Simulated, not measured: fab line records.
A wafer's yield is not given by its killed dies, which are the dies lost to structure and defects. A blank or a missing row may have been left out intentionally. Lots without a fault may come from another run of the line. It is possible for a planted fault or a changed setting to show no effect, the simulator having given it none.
Which tool is to blame? :: flow gf180mcu :: 21 wafers sampled from 7 lots at 1 step of a route of 602

## WHAT EACH GAUGE READ, for each wafer
GF_V4_CD_MEAS_14: the cd target is 260 nm.
lot: L579
measured: day 25 00:35
on: cd-sem-01
cd-nm (nm): 259.8 261.3 260.2

lot: L584
measured: day 26 22:36
on: cd-sem-01
cd-nm (nm): 260.2 259.8 261.6

lot: L586
measured: day 27 07:45
on: cd-sem-01
cd-nm (nm): 259.6 260.5 260.8

lot: L591
measured: day 28 23:22
on: cd-sem-02
cd-nm (nm): 261.2 261.8 260.6

lot: L597
measured: day 30 11:19
on: cd-sem-01
cd-nm (nm): 259.2 258.9 260.4

lot: L599
measured: day 31 03:01
on: cd-sem-02
cd-nm (nm): 259.9 258.9 258.3

lot: L601
measured: day 31 06:56
on: cd-sem-02
cd-nm (nm): 259.4 261.0 260.5

## TOOL THAT RAN EACH LOT (tool first, then ch and the chambers of the sampled wafers, then the start)
The record holds no process step before these readings.

## THE ANSWER, worked out from the rows above alone
Rule: the lots themselves supply what counts as usual. Put in order of their means at a reading, lots are off if they are a third of the lots or fewer, leave a main group of 4 or more, and stand apart from it by a gap of 3 or more times the standard deviation of the main group's means; of several such gaps the widest counts. Not used: any main group whose means are identical at the precision the tables above print for the reading. A lot without any number at a reading at which 4 lots or more have one is off too. All remaining lots with rows at the step are treated as sound.
None of the lots is off at any reading shown; this tells nothing.

## WHAT HAD BEEN PUT IN BY THE SIMULATOR
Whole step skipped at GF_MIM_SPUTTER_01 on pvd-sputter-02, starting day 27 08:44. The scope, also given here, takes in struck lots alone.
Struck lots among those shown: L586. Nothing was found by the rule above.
